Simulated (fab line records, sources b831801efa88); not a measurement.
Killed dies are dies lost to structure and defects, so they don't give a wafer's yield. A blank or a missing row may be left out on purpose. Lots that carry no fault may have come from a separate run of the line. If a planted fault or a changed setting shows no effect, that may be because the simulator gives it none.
Which tool is to blame? || flow sky130 || 72 wafers from 24 lots sampled at 2 of the route's 708 steps

== WHAT THE GAUGES READ, wafer by wafer ==
SKY_POLY_GATE_CD_MEAS_22. Usual: cd nm at 148.9 nm, with a standard deviation of 2.4.
{"lot": "L075", "measured": "day 17 18:49", "on": "cd sem-02", "cd nm (nm)": "151.5 156.5 157.1", "flag": ""}
{"lot": "L074", "measured": "day 17 21:19", "on": "cd sem-02", "cd nm (nm)": "149.7 149.2 147.7", "flag": ""}
{"lot": "L076", "measured": "day 17 21:20", "on": "cd sem-01", "cd nm (nm)": "147.1 150.8 153.4", "flag": ""}
{"lot": "L077", "measured": "day 18 00:07", "on": "cd sem-02", "cd nm (nm)": "148.9 149.8 146.1", "flag": ""}
{"lot": "L078", "measured": "day 18 15:13", "on": "cd sem-01", "cd nm (nm)": "145.0 148.4 150.3", "flag": ""}
{"lot": "L079", "measured": "day 19 02:52", "on": "cd sem-01", "cd nm (nm)": "147.2 149.1 149.5", "flag": ""}
{"lot": "L080", "measured": "day 19 07:33", "on": "cd sem-01", "cd nm (nm)": "147.9 148.1 147.3", "flag": ""}
{"lot": "L082", "measured": "day 19 12:08", "on": "cd sem-01", "cd nm (nm)": "143.8 145.1 146.6", "flag": ""}
{"lot": "L081", "measured": "day 19 13:56", "on": "cd sem-01", "cd nm (nm)": "149.9 151.8 151.1", "flag": ""}
{"lot": "L083", "measured": "day 20 04:16", "on": "cd sem-02", "cd nm (nm)": "150.5 146.9 151.3", "flag": ""}
{"lot": "L084", "measured": "day 20 17:11", "on": "cd sem-01", "cd nm (nm)": "151.6 150.9 149.0", "flag": ""}
{"lot": "L085", "measured": "day 20 19:27", "on": "cd sem-02", "cd nm (nm)": "149.0 148.2 149.7", "flag": ""}
{"lot": "L086", "measured": "day 21 06:47", "on": "cd sem-02", "cd nm (nm)": "152.1 152.8 147.7", "flag": ""}
{"lot": "L087", "measured": "day 21 10:57", "on": "cd sem-01", "cd nm (nm)": "148.7 150.9 146.9", "flag": ""}
{"lot": "L088", "measured": "day 21 17:12", "on": "cd sem-02", "cd nm (nm)": "151.0 145.6 147.1", "flag": ""}
{"lot": "L089", "measured": "day 21 23:33", "on": "cd sem-01", "cd nm (nm)": "147.1 148.0 146.8", "flag": ""}
{"lot": "L090", "measured": "day 22 05:35", "on": "cd sem-01", "cd nm (nm)": "151.5 148.1 147.0", "flag": ""}
{"lot": "L091", "measured": "day 22 15:56", "on": "cd sem-02", "cd nm (nm)": "154.8 146.0 147.1", "flag": ""}
{"lot": "L092", "measured": "day 23 05:04", "on": "cd sem-01", "cd nm (nm)": "145.2 146.9 148.9", "flag": ""}
{"lot": "L093", "measured": "day 23 11:00", "on": "cd sem-02", "cd nm (nm)": "148.4 150.1 147.5", "flag": ""}
{"lot": "L094", "measured": "day 23 22:49", "on": "cd sem-02", "cd nm (nm)": "146.4 146.2 146.9", "flag": ""}
{"lot": "L095", "measured": "day 24 12:20", "on": "cd sem-01", "cd nm (nm)": "148.1 148.6 146.8", "flag": ""}
{"lot": "L097", "measured": "day 24 15:32", "on": "cd sem-02", "cd nm (nm)": "149.9 147.6 148.9", "flag": ""}
{"lot": "L096", "measured": "day 24 17:25", "on": "cd sem-02", "cd nm (nm)": "148.3 152.2 151.5", "flag": ""}

SKY_LI_CONTACT_THK_MEAS_23: measures by xrf. Usual: LI_CONTACT_W_THK gives 408 nm (standard deviation 6.3).
{"lot": "L075", "measured": "day 30 14:31", "on": "film metro-03", "LI_CONTACT_W_THK (nm)": "398 407 404", "flag": ""}
{"lot": "L074", "measured": "day 30 16:37", "on": "film metro-01", "LI_CONTACT_W_THK (nm)": "404 410 400", "flag": ""}
{"lot": "L076", "measured": "day 30 16:43", "on": "film metro-04", "LI_CONTACT_W_THK (nm)": "405 402 409", "flag": ""}
{"lot": "L077", "measured": "day 30 18:37", "on": "film metro-01", "LI_CONTACT_W_THK (nm)": "406 410 416", "flag": ""}
{"lot": "L078", "measured": "day 31 04:44", "on": "film metro-01", "LI_CONTACT_W_THK (nm)": "404 409 408", "flag": ""}
{"lot": "L079", "measured": "day 31 16:55", "on": "film metro-03", "LI_CONTACT_W_THK (nm)": "405 401 406", "flag": ""}
{"lot": "L080", "measured": "day 31 23:05", "on": "film metro-01", "LI_CONTACT_W_THK (nm)": "401 401 410", "flag": ""}
{"lot": "L082", "measured": "day 32 02:23", "on": "film metro-03", "LI_CONTACT_W_THK (nm)": "401 404 404", "flag": ""}
{"lot": "L081", "measured": "day 32 01:40", "on": "film metro-03", "LI_CONTACT_W_THK (nm)": "409 404 406", "flag": ""}
{"lot": "L083", "measured": "day 32 12:37", "on": "film metro-04", "LI_CONTACT_W_THK (nm)": "408 410 415", "flag": ""}
{"lot": "L084", "measured": "day 33 02:04", "on": "film metro-01", "LI_CONTACT_W_THK (nm)": "410 403 408", "flag": ""}
{"lot": "L085", "measured": "day 33 06:04", "on": "film metro-04", "LI_CONTACT_W_THK (nm)": "418 404 408", "flag": ""}
{"lot": "L086", "measured": "day 33 11:20", "on": "film metro-03", "LI_CONTACT_W_THK (nm)": "412 410 407", "flag": ""}
{"lot": "L087", "measured": "day 33 15:55", "on": "film metro-01", "LI_CONTACT_W_THK (nm)": "411 424 408", "flag": ""}
{"lot": "L088", "measured": "day 34 03:14", "on": "film metro-04", "LI_CONTACT_W_THK (nm)": "399 401 403", "flag": ""}
{"lot": "L089", "measured": "day 34 04:55", "on": "film metro-01", "LI_CONTACT_W_THK (nm)": "408 412 410", "flag": ""}
{"lot": "L090", "measured": "day 34 09:58", "on": "film metro-03", "LI_CONTACT_W_THK (nm)": "401 409 403", "flag": ""}
{"lot": "L091", "measured": "day 34 17:43", "on": "film metro-03", "LI_CONTACT_W_THK (nm)": "420 412 410", "flag": ""}
{"lot": "L092", "measured": "day 35 05:55", "on": "film metro-01", "LI_CONTACT_W_THK (nm)": "409 414 403", "flag": ""}
{"lot": "L093", "measured": "day 35 12:52", "on": "film metro-03", "LI_CONTACT_W_THK (nm)": "419 403 417", "flag": ""}
{"lot": "L094", "measured": "day 36 01:06", "on": "film metro-03", "LI_CONTACT_W_THK (nm)": "398 411 401", "flag": ""}
{"lot": "L095", "measured": "day 36 10:34", "on": "film metro-03", "LI_CONTACT_W_THK (nm)": "408 423 401", "flag": ""}
{"lot": "L097", "measured": "day 36 13:29", "on": "film metro-01", "LI_CONTACT_W_THK (nm)": "419 415 400", "flag": ""}
{"lot": "L096", "measured": "day 36 17:32", "on": "film metro-01", "LI_CONTACT_W_THK (nm)": "400 401 395", "flag": ""}

== EACH LOT AND THE TOOL THAT RAN IT (in order: tool; ch and the chambers of the sampled wafers; start) ==
The record shows no process step preceding these readings.

== WHAT THE TOOLS THEMSELVES READ (means of the sampled wafers that have a number; where no wafer has one, the mark that the record gives instead) ==
The record holds no such reading with a usual standard deviation.

== THE ANSWER, worked out from the rows above alone ==
Rule: a lot is off if the mean of its wafers that have a number lies more than 3 standard deviations from the usual mean. A lot without any number at a reading at which 4 lots or more have one is off too. Any other lot the step has rows for is counted as sound. The gauges are gone through in route order, then the tools' own readings, and for those a lot's mean is taken as printed above. The first step at which some lot is off is used, and at that step the reading that is off furthest; a lot without a number counts as furthest.
No lot is off on any of the readings shown, so nothing can be concluded from this.

== WHAT THE SIMULATOR HAD INSERTED ==
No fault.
